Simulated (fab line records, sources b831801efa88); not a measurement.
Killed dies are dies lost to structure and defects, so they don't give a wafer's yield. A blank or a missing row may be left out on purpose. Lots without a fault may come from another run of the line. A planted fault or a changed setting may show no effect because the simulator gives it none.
A struck lot beside a sound one | flow sfq_line | 24 steps out of a route of 325
Sound: wafers L522.2, L522.5, L522.6. Struck: wafer L534.1. (L534.3, L534.4 of the same lot were not struck and are left out.) The cause comes at the end.
At each step with rows: each side's tool, then ch and its chambers, then its first start. Under that, the readings that differ: sound wafers | struck wafers | difference of the means | sigmas: that difference in standard deviations of wafers without a fault.
alike: readings whose means differ by less than 2 such deviations, and words and numbers that are the same on both sides. not compared: withheld readings, readings that some wafer has no value for, bounds like >300 that may hide the same value, and numbers for which the record gives no deviation and whose values overlap.
The two part at a step that has a row with sigmas, a row that says differs or no value, or rows on one side only. Numbers that don't overlap but have no deviation are shown without sigmas and don't part them. A reading that every wafer of one side lacks parts them only if that side has two wafers or more.

first, 6 steps without rows for these wafers: SFQ_TRILAYER_I0_VIA_LITHO_COAT_036 (resist thk 62 nm); SFQ_TRILAYER_I0_VIA_LITHO_COAT_031 (resist thk 650 nm); SFQ_TRILAYER_I0_VIA_LITHO_SOFTBAKE_035; SFQ_TRILAYER_I0_VIA_LITHO_EXPOSE_032 (exposes mask I0, target cd 500 nm); SFQ_TRILAYER_I0_VIA_LITHO_PEB_034 (peb time 60 s); SFQ_TRILAYER_I0_VIA_LITHO_DEVELOP_033 (time 60 s).
SFQ_I0_OVL_MEAS_908:
  sound on overlay-01, day 16 12:28; struck on overlay-02, day 21 14:31
  alike: I0_OVL
SFQ_TRILAYER_I0_VIA_BARC_OPEN_VIA_ETCH_046: etches BARC in O2, target depth 125 nm, time 41.7 s.
  sound on rie_diel-04 ch 0,1,2, day 16 12:30; struck on rie_diel-04 ch 1, day 21 14:32
  reading                     | sound       | struck | difference | sigmas
  drypump_motor_current_A (A) | 5.6 5.1 6.6 | 6.7    | +0.9       | +2
  alike: oes_product_au
  not compared: rf_hours_counter_h
SFQ_TRILAYER_I0_VIA_ETCH_VIA_ETCH_034: etches SiO2 in CHF3, stops on Nb, target depth 260 nm.
  sound on rie_diel-04 ch 0,1,2, day 16 12:32; struck on rie_diel-04 ch 1, day 21 14:35
  alike: drypump_motor_current_A, oes_product_au
SFQ_TRILAYER_I0_VIA_STRIP_STRIP_035: strips in O2.
  sound on rie_metal-04 ch 0,1, day 16 12:39; struck on rie_metal-01 ch 1, day 21 14:42
  alike: drypump_motor_current_A, oes_product_au, platen_temp_c
  not compared: rf_hours_counter_h
then, 2 steps without rows for these wafers: SFQ_TRILAYER_I0_VIA_STRIP_SOLV_CLEAN_036 (cleans in NMP, time 600 s); SFQ_TRILAYER_M1_DEP_PRE_CLEAN_038 (time 22.5 s).
SFQ_TRILAYER_M1_DEP_SPUTTER_037: material Nb, target thk 200 nm, time 133.3 s.
  sound on pvd_sputter-06, day 16 13:28; struck on pvd_sputter-06, day 21 15:30
  reading                                             | sound             | struck | difference | sigmas
  model.Nb_of_TRILAYER_M1_DEP_SPUTTER_037.thk_nm (nm) | 195.2 197.3 196.5 | 274.6  | +78.3      |
  alike: resputter_cathode_voltage_v, throttle_valve_pct
SFQ_M1_RS_MEAS_909: measures by four-point-probe.
  sound on film_metro-03, day 16 13:34; struck on film_metro-02, day 21 15:35
  reading           | sound             | struck | difference | sigmas
  M1_NB_RS (ohm/sq) | 0.911 0.901 0.904 | 0.647  | -0.258     | -22
then, 6 steps without rows for these wafers: SFQ_TRILAYER_M1_LITHO_COAT_044 (resist thk 62 nm); SFQ_TRILAYER_M1_LITHO_COAT_039 (resist thk 600 nm); SFQ_TRILAYER_M1_LITHO_SOFTBAKE_043; SFQ_TRILAYER_M1_LITHO_EXPOSE_040 (exposes mask M1, target cd 500 nm); SFQ_TRILAYER_M1_LITHO_PEB_042 (peb time 60 s); SFQ_TRILAYER_M1_LITHO_DEVELOP_041 (time 60 s).
-- the record jumps here: 7 days lie between the struck wafers' starts before and after --
SFQ_M1_OVL_MEAS_911:
  sound on overlay-02, day 22 08:46; struck on overlay-01, day 28 08:29
  alike: M1_OVL
SFQ_TRILAYER_M1_BARC_OPEN_METAL_ETCH_054: etches BARC in O2, target depth 125 nm, time 41.7 s.
  sound on rie_metal-02 ch 0,1, day 22 08:47; struck on rie_metal-04 ch 1, day 28 08:31
  alike: drypump_motor_current_A, oes_product_au
  not compared: rf_hours_counter_h
SFQ_TRILAYER_M1_ETCH_METAL_ETCH_042: etches Nb in Cl2/Ar, stops on SiO2, target depth 240 nm, time 120 s.
  sound on rie_metal-02 ch 0,1, day 22 08:51; struck on rie_metal-04 ch 1, day 28 08:34
  reading               | sound             | struck | difference | sigmas
  oes_product_au (a.u.) | 0.880 0.888 0.880 | 0.983  | +0.100     | +13
  alike: drypump_motor_current_A
  not compared: rf_hours_counter_h
SFQ_TRILAYER_M1_STRIP_STRIP_043: strips in O2.
  sound on rie_metal-02 ch 0,1, day 22 08:59; struck on rie_metal-04 ch 1, day 28 08:42
  alike: drypump_motor_current_A, oes_product_au, platen_temp_c
  not compared: rf_hours_counter_h

WHERE THEY PART
First at SFQ_TRILAYER_I0_VIA_BARC_OPEN_VIA_ETCH_046; last, within this record, at SFQ_TRILAYER_M1_ETCH_METAL_ETCH_042. Later steps at which nothing parts them and some readings are alike: SFQ_TRILAYER_M1_STRIP_STRIP_043.

WHY: what the simulator had put in
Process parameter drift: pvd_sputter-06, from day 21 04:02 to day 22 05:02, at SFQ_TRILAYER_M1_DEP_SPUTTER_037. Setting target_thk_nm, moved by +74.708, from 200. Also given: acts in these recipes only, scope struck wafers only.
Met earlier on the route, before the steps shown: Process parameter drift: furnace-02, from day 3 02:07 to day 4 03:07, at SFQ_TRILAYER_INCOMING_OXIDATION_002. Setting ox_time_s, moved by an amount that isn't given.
